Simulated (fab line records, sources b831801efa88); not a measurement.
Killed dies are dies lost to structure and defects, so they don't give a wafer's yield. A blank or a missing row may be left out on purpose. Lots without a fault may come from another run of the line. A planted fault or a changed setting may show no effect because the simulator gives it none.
Problem report in the 8D (eight disciplines) form, filled by code | flow gf180mcu | the parts of the form that need people (team, actions taken, sign-off) are left out

1. THE PROBLEM
temp_c at GF_STI_WET_ETCH_17 reads a mean of 161.24 C on 6 wafers of 2 lots; wafers without a fault read 159.97 C with a standard deviation of 0.15. That is +8.4 standard deviations from the usual mean.
The step: etches Si3N4 in H3PO4, target depth 45 nm, time 514 s.
First seen on wafer L966.3, day 3 23:25, on wet_bench-01. The record holds 39 wafers of 13 lots with a number at this step. Rule for "out", or "out of limits": more than 4 standard deviations from the usual mean. The other wafers with a number count as sound.

2. WHAT IT IS AND WHAT IT IS NOT
question                    | is                     | is not
which readings at this step | temp_c                 | -
which lots                  | L966, L970             | L957, L958, L959, L960, L961, L962, L963, L967, L973, L978, L979
which wafers of those lots  | all that have a number | -
read on which tools         | wet_bench-01           | wet_bench-03, wet_bench-04
when                        | from day 3 23:25       | up to then (21 sound wafers); but 12 sound wafers of L967, L973, L978, L979 came after

3. SUSPECTS, AND WHAT RULES EACH OUT
Counting: a tool at a process step up to the reading stays a suspect if it ran every lot that is out and no sound lot after the first of them.
- wet_bench-01 at GF_STI_WET_ETCH_17 (etches Si3N4 in H3PO4, target depth 45 nm, time 514 s): kept. It ran every lot that is out, first L966 (day 3 23:25), and no sound lot after that; its last sound lot up to then is L963 (day 3 14:01). Its own readings are out on those wafers: temp_c.
Left after counting: wet_bench-01 at GF_STI_WET_ETCH_17.

4. THE CAUSE (what the simulator had put in)
Process parameter drift: wet_bench-01, from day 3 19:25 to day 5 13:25, at GF_STI_WET_ETCH_17. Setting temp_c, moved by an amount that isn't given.
Counting left only this tool.

5. THE CHAIN OF EFFECTS, in route order
Each row: a reading whose mean over the struck wafers that have a number lies more than 3 standard deviations from the usual. Only readings for which the record gives a usual standard deviation are gone through. hours: the time from each lot's start at the first step in this table that gives one to its start at this step, as a median over the lots. sigmas: the change in usual standard deviations.
hours | step               | reading           | usual    | on struck wafers | change | sigmas
0     | GF_STI_WET_ETCH_17 | bath_guard_temp_C | 159.9 C  | 161.8            | +1.8   | +3.6
0     | GF_STI_WET_ETCH_17 | temp_c            | 159.97 C | 161.24           | +1.27  | +8.4
The process steps in it:
- GF_STI_WET_ETCH_17: etches Si3N4 in H3PO4, target depth 45 nm, time 514 s.
Later measuring or inspecting steps at which every struck wafer that the step has a row for has a number for every such reading, and none has moved that far: GF_V1_BOW_MEAS_05, GF_V1_CD_MEAS_14.

6. WHAT WOULD HAVE CAUGHT IT SOONER
In this record the first reading out of limits was taken at day 3 23:25, 4 hours after the fault began at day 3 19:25.
